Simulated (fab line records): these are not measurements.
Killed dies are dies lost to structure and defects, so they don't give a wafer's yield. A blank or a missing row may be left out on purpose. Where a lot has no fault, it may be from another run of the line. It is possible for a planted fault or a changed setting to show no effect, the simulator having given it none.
fab line records | flow sky130 | part 2 of 2: steps 32 to 43 of 43
record lots=5 | wafers=15 | last_day=50
route steps=708 shown CAP2M@617 METAL4@621 VIA4@639
lots that met no fault: from a run of the same line without faults
start_h: the number of hours between the record's first day and the start of the first shown wafer of the lot | wait_h: hours elapsed since this lot's preceding step | " same as the row above | L1.1+2: a row that stands for several wafers | - value missing, or start not given | * or withheld: withheld | < > ~ a bound
route shown NAME@n: a module of which the file shows steps, and the number in the route of the first | usual: mean/standard deviation of fault-free wafers | same: alike in all rows | chamber/n: place in a boat | sites: readings site by site | _std_site: how widely they spread, as a standard deviation | _edge_site: outer sites' mean less inner sites' | radius_mm: how far each site lies from the wafer's centre | mask NAME#n: copy n | behind: tool/chamber where the wafer was last shaped | hold: the reason the lot was held/the length of the hold in hours/how it ended | device: the transistor (n, p or np) that didn't switch | end of line: tests run on the same wafers once the route is complete | for a step that has no rows: nothing shown but its recipe | killed: the dies lost at the first sort to structure and to defects; this is not the yield of the wafer | map: a wafer's dies, marking killed ones x, the rest . and places with no die _
set.NAME: setting as actually run; set.NAME@STEP: the setting as run at that earlier step | model.NAME: the simulator's own value behind a step, which no gauge read
lots at selected steps of the route; one table per step, one row per wafer
services: a tool's chamber out of use, with start hour (start_h, from the record's first day; less than 0 if before it), hours out, and reason
## steps
# step SKY_VIA4_PEB_09
# recipe temp_c=withheld | time_s=* | resist=NOVOLAK
lot.wafer  | tool           | chamber | start_h | wait_h
L080.1+2+6 | litho_track-01 | 0       | -       | -
L081.2+3+4 | litho_track-04 | 0       | -       | -
L089.1+4+6 | litho_track-03 | 0       | -       | -
L090.3+4+6 | litho_track-03 | 0       | -       | -
L096.1+3+5 | litho_track-01 | 0       | -       | -
# step SKY_VIA4_DEVELOP_10
# recipe resist=NOVOLAK | developer=TMAH | develop_time_s=60 | dev_temp_c=23
lot.wafer  | tool           | chamber | start_h | wait_h
L080.1+2+6 | litho_track-01 | 0       | 1061.21 | 0.1
L081.2+3+4 | litho_track-04 | 0       | 1063.27 | 0.1
L089.1+4+6 | litho_track-03 | 0       | 1102.03 | 0.1
L090.3+4+6 | litho_track-03 | 0       | 1104.48 | 0.1
L096.1+3+5 | litho_track-01 | 0       | 1137.66 | 0.1
# step SKY_VIA4_OVL_MEAS_11
# usual VIA4_OVL=-0.8/1.2
lot.wafer | tool       | chamber | start_h | wait_h | VIA4_OVL[nm]
L080.1    | overlay-02 | -       | 1061.36 | 0.1    | -0.5
L080.2    | "          | -       | "       | "      | -2.8
L080.6    | "          | -       | "       | "      | -2.2
L081.2    | overlay-02 | -       | 1063.40 | 0.1    | 1.6
L081.3    | "          | -       | "       | "      | -1.5
L081.4    | "          | -       | "       | "      | -0.7
L089.1    | overlay-02 | -       | 1102.18 | 0.1    | -0.1
L089.4    | "          | -       | "       | "      | 0.8
L089.6    | "          | -       | "       | "      | -0.3
L090.3    | overlay-02 | -       | 1104.59 | 0.1    | 0.6
L090.4    | "          | -       | "       | "      | -0.4
L090.6    | "          | -       | "       | "      | 0.8
L096.1    | overlay-01 | -       | 1137.81 | 0.1    | -2.1
L096.3    | "          | -       | "       | "      | -2.4
L096.5    | "          | -       | "       | "      | -1.9
# step SKY_VIA4_ETCH_12
# recipe target=SiO2 | chemistry=C4F8/O2/Ar | stop_on=TiN | mask_material=NOVOLAK | source_w=1500 | bias_w=1200 | pressure_mtorr=40 | c4f8_flow_sccm=withheld | O2_flow_sccm=6 | Ar_flow_sccm=300 | time_s=withheld | target_depth_a=5800
# usual oes_product_au=0.926/0.0046
lot.wafer | tool        | chamber | start_h | wait_h | oes_product_au
L080.1    | rie_diel-04 | 2       | 1061.40 | 0.0    | 0.931
L080.2    | "           | 3       | "       | "      | 0.923
L080.6    | "           | 1       | "       | "      | 0.920
L081.2    | rie_diel-02 | 2       | 1063.43 | 0.0    | 0.919
L081.3    | "           | 1       | "       | "      | 0.922
L081.4    | "           | 0       | "       | "      | 0.925
L089.1    | rie_diel-04 | 1       | 1102.22 | 0.0    | 0.921
L089.4    | "           | 0       | "       | "      | 0.925
L089.6    | "           | 0       | "       | "      | 0.927
L090.3    | rie_diel-03 | 2       | 1104.62 | 0.0    | 0.926
L090.4    | "           | 0       | "       | "      | 0.921
L090.6    | "           | 3       | "       | "      | 0.924
L096.1    | rie_diel-03 | 1       | 1137.85 | 0.0    | 0.922
L096.3    | "           | 2       | "       | "      | 0.925
L096.5    | "           | 1       | "       | "      | 0.928
# step SKY_VIA4_STRIP_13
# recipe chemistry=O2/N2 | power_w=1400 | pressure_mtorr=1500 | platen_temp_c=withheld | o2_flow_sccm=3000 | n2_flow_sccm=300 | overash_fraction=0.5
# usual drypump_motor_current_A=5.7/0.37 | oes_product_au=0.709/0.0043 | strip_time_to_endpoint_s=12.81/0.033
lot.wafer | tool            | chamber | start_h | wait_h | drypump_motor_current_A | oes_product_au | rf_hours_counter_h | strip_time_to_endpoint_s
L080.1    | plasma_asher-03 | 1       | 1061.47 | -      | 5.5                     | 0.714          | 32                 | 12.79
L080.2    | "               | 0       | "       | "      | 5.7                     | 0.714          | 32                 | 12.81
L080.6    | "               | 1       | "       | "      | 5.5                     | 0.711          | -                  | 12.81
L081.2    | plasma_asher-02 | 0       | 1063.50 | -      | 5.9                     | 0.711          | 64                 | 12.80
L081.3    | "               | 1       | "       | "      | 5.1                     | 0.710          | -                  | 12.82
L081.4    | "               | 0       | "       | "      | 5.8                     | 0.711          | -                  | 12.83
L089.1    | plasma_asher-03 | 0       | 1102.29 | -      | 5.8                     | 0.708          | 36                 | 12.77
L089.4    | "               | 0       | "       | "      | 5.7                     | 0.706          | -                  | 12.80
L089.6    | "               | 1       | "       | "      | 5.5                     | 0.706          | -                  | 12.78
L090.3    | plasma_asher-02 | 1       | 1104.72 | -      | 5.1                     | 0.716          | -                  | 12.82
L090.4    | "               | 0       | "       | "      | 5.9                     | 0.703          | -                  | 12.82
L090.6    | "               | 1       | "       | "      | 5.1                     | 0.706          | -                  | 12.79
L096.1    | plasma_asher-02 | 0       | 1137.92 | -      | 5.8                     | 0.716          | 71                 | 12.81
L096.3    | "               | 0       | "       | "      | 5.8                     | 0.705          | -                  | 12.83
L096.5    | "               | 1       | "       | "      | 5.1                     | 0.708          | -                  | 12.77
# step SKY_VIA4_STRIP_14
# recipe chemistry=post_etch_residue_remover | time_s=1200 | temp_c=72.5
lot.wafer  | tool         | chamber | start_h | wait_h
L080.1+2+6 | wet_bench-04 | 2       | 1061.57 | 0.1
L081.2+3+4 | wet_bench-04 | 1       | 1063.60 | 0.1
L089.1+4+6 | wet_bench-01 | 1       | 1102.39 | 0.1
L090.3+4+6 | wet_bench-01 | 1       | 1104.79 | 0.0
L096.1+3+5 | wet_bench-04 | 1       | 1138.02 | 0.1
# step SKY_VIA4_CLEAN_15
# recipe chemistry=IPA | time_s=180 | temp_c=25
lot.wafer  | tool         | chamber | start_h | wait_h
L080.1+2+6 | wet_bench-02 | 2       | 1061.94 | 0.0
L081.2+3+4 | wet_bench-02 | 3       | 1063.97 | 0.0
L089.1+4+6 | wet_bench-04 | 2       | 1102.73 | 0.0
L090.3+4+6 | wet_bench-01 | 3       | 1105.13 | 0.0
L096.1+3+5 | wet_bench-04 | 3       | 1138.36 | 0.0
# step SKY_VIA4_CLEAN_16
# recipe chemistry=O3/DIW | dry=n2_spin
lot.wafer  | tool         | chamber | start_h | wait_h
L080.1+2+6 | wet_bench-01 | 3       | 1062.00 | 0.0
L081.2+3+4 | wet_bench-04 | 2       | 1064.03 | 0.0
L089.1+4+6 | wet_bench-02 | 3       | 1102.79 | 0.0
L090.3+4+6 | wet_bench-01 | 3       | 1105.19 | 0.0
L096.1+3+5 | wet_bench-04 | 1       | 1138.42 | 0.0
# step SKY_VIA4_SPUTTER_17
# recipe material=TiN | target_thk_nm=20 | chamber_pressure_pa=5 | power_w=4000 | time_s=80
# usual throttle_valve_pct=30.3/1.2
lot.wafer | tool           | chamber | start_h | wait_h | throttle_valve_pct
L080.1    | pvd_sputter-03 | -       | 1062.09 | 0.0    | 28.8
L080.2    | "              | -       | "       | "      | 31.5
L080.6    | "              | -       | "       | "      | 28.8
L081.2    | pvd_sputter-03 | -       | 1064.13 | 0.0    | 28.2
L081.3    | "              | -       | "       | "      | 31.3
L081.4    | "              | -       | "       | "      | 29.0
L089.1    | pvd_sputter-03 | -       | 1102.88 | 0.0    | 28.4
L089.4    | "              | -       | "       | "      | 31.7
L089.6    | "              | -       | "       | "      | 28.8
L090.3    | pvd_sputter-01 | -       | 1105.28 | 0.0    | 32.1
L090.4    | "              | -       | "       | "      | 31.1
L090.6    | "              | -       | "       | "      | 30.1
L096.1    | pvd_sputter-03 | -       | 1138.51 | 0.0    | 31.4
L096.3    | "              | -       | "       | "      | 28.8
L096.5    | "              | -       | "       | "      | 28.5
# step SKY_VIA4_CVD_18
# recipe material=W | target_thk_nm=505 | time_s=152.14 | temp_c=400 | pressure_torr=40
# usual heater_power_w=901/41
lot.wafer | tool     | chamber | start_h | wait_h | heater_power_w
L080.1    | cvd_w-02 | 1       | 1062.15 | 0.0    | 899
L080.2    | "        | 0       | "       | "      | 957
L080.6    | "        | 0       | "       | "      | 938
L081.2    | cvd_w-02 | 1       | 1064.19 | 0.0    | 912
L081.3    | "        | 1       | "       | "      | 909
L081.4    | "        | 0       | "       | "      | 924
L089.1    | cvd_w-01 | 0       | 1102.94 | 0.0    | 900
L089.4    | "        | 1       | "       | "      | 844
L089.6    | "        | 1       | "       | "      | 837
L090.3    | cvd_w-02 | 0       | 1105.39 | 0.1    | 943
L090.4    | "        | 1       | "       | "      | 915
L090.6    | "        | 0       | "       | "      | 920
L096.1    | cvd_w-01 | 1       | 1138.57 | 0.0    | 837
L096.3    | "        | 0       | "       | "      | 910
L096.5    | "        | 1       | "       | "      | 846
# step SKY_VIA4_RS_MEAS_19
# recipe thk_meas_gauge=four-point-probe | reads=W_of_VIA4_CVD_18+TiN_of_VIA4_SPUTTER_17
# usual VIA4_W_RS=0.226/0.0031
lot.wafer | tool          | chamber | start_h | wait_h | VIA4_W_RS[ohm/sq]
L080.1    | film_metro-04 | -       | 1062.30 | 0.1    | 0.225
L080.2    | "             | -       | "       | "      | 0.222
L080.6    | "             | -       | "       | "      | 0.222
L081.2    | film_metro-04 | -       | 1064.36 | 0.1    | 0.223
L081.3    | "             | -       | "       | "      | 0.222
L081.4    | "             | -       | "       | "      | 0.218
L089.1    | film_metro-03 | -       | 1103.10 | 0.1    | 0.228
L089.4    | "             | -       | "       | "      | 0.229
L089.6    | "             | -       | "       | "      | 0.228
L090.3    | film_metro-04 | -       | 1105.54 | 0.1    | 0.224
L090.4    | "             | -       | "       | "      | 0.228
L090.6    | "             | -       | "       | "      | 0.225
L096.1    | film_metro-04 | -       | 1138.72 | 0.1    | 0.226
L096.3    | "             | -       | "       | "      | 0.227
L096.5    | "             | -       | "       | "      | 0.228
# step SKY_VIA4_THK_MEAS_20
# recipe thk_meas_gauge=xrf | reads=W_of_VIA4_CVD_18
# usual VIA4_W_THK=514/9.9
lot.wafer | tool          | chamber | start_h | wait_h | VIA4_W_THK[nm]
L080.1    | film_metro-04 | -       | 1062.42 | 0.1    | 505
L080.2    | "             | -       | "       | "      | 514
L080.6    | "             | -       | "       | "      | 511
L081.2    | film_metro-04 | -       | 1064.47 | 0.1    | 514
L081.3    | "             | -       | "       | "      | 514
L081.4    | "             | -       | "       | "      | 524
L089.1    | film_metro-03 | -       | 1103.22 | 0.1    | 515
L089.4    | "             | -       | "       | "      | 512
L089.6    | "             | -       | "       | "      | 517
L090.3    | film_metro-04 | -       | 1105.64 | 0.1    | 510
L090.4    | "             | -       | "       | "      | 498
L090.6    | "             | -       | "       | "      | 509
L096.1    | film_metro-04 | -       | 1138.84 | 0.1    | 501
L096.3    | "             | -       | "       | "      | 501
L096.5    | "             | -       | "       | "      | 501
## services
tool             | chamber | start_h | hours | kind
krf_scanner-02   | -       | 991.43  | 4.0   | pm
cmp-01           | -       | 994.52  | 0.3   | repair
cmp-02           | -       | 997.77  | 0.5   | repair
krf_scanner-02   | -       | 1005.40 | 0.8   | pm
cmp-01           | -       | 1008.67 | 18.0  | pm
krf_scanner-02   | -       | 1024.01 | 0.8   | pm
krf_scanner-01   | -       | 1029.72 | 1.3   | pm
iline_stepper-02 | -       | 1035.44 | 1.7   | pm
krf_scanner-02   | -       | 1042.69 | 5.0   | repair
wet_bench-01     | -       | 1049.69 | 1.4   | repair
plasma_asher-01  | -       | 1055.25 | 9.0   | pm
cmp-02           | -       | 1063.41 | 6.4   | pm
rie_diel-03      | -       | 1067.09 | 2.8   | pm
hdpcvd-01        | 1       | 1075.22 | 4.9   | repair
krf_scanner-01   | -       | 1075.78 | 0.8   | pm
cmp-02           | -       | 1084.19 | 4.0   | pm
plasma_asher-02  | -       | 1089.96 | 0.7   | repair
rie_metal-03     | 0       | 1092.37 | 14.1  | repair
cmp-02           | -       | 1092.93 | 0.7   | repair
cvd_w-01         | -       | 1094.01 | 6.9   | pm
cmp-02           | -       | 1101.09 | 1.4   | repair
cvd_w-02         | -       | 1107.74 | 2.2   | repair
cmp-01           | -       | 1126.74 | 3.9   | pm
rie_diel-02      | 0       | 1134.09 | 3.9   | repair
